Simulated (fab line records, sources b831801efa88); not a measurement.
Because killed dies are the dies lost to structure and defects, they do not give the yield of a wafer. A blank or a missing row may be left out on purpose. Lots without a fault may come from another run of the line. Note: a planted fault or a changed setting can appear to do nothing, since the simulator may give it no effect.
Matching of chambers    flow sky130    4 sister chambers for SKY_CONTACT_CMP_04 on cmp-02
The step polishes SiO2. 8 wafers are shown with their chamber, then 9 later ones without.

## WAFERS, EACH WITH ITS CHAMBER
wafer   chamber  motor current A (A)  platen rpm (rpm)
L477.6  1        13.7                 60.02
L480.3  3        15.0                 59.95
L480.6  3        14.2                 59.98
L482.2  1        12.8                 60.04
L484.6  0        9.0                  60.09
L492.3  0        8.9                  60.04
L492.4  2        12.2                 59.92
L492.5  2        12.3                 59.90

## WAFERS WITHOUT THEIR CHAMBER
wafer   motor current A (A)  platen rpm (rpm)
L495.1  11.8                 60.02
L495.4  14.6                 60.01
L495.6  9.4                  59.95
L496.3  12.6                 60.03
L496.5  13.9                 60.03
L496.6  8.7                  60.01
L497.2  11.2                 59.98
L497.3  9.2                  59.97
L497.6  14.8                 59.96

## EACH ONE'S CHAMBER
wafer   from the rows above      in truth
L495.1  can't be placed: 1 or 2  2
L495.4  can't be placed: 3 or 1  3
L495.6  can't be placed: 0 or 2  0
L496.3  1                        1
L496.5  can't be placed: 1 or 3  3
L496.6  0                        0
L497.2  can't be placed: 2 or 1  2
L497.3  0                        0
L497.6  3                        3
Correctly placed: 4 of 9. From these rows, 5 cannot be placed; in 5 the true chamber is one of the candidates. Wrongly placed: 0.
How it was worked out, from the rows above alone: a wafer's distance from a chamber is the root of the sum, over the readings, of the square of ((its reading less the chamber's mean) divided by the reading's scatter). If the next closest chamber is less than 2 further off than the closest, the wafer can't be placed; otherwise it belongs to the closest. A chamber's mean is the mean of its shown wafers. The scatter is the square root of a quotient: the sum, over the shown wafers, of each reading's squared deviation from its chamber's mean, divided by wafers minus chambers.
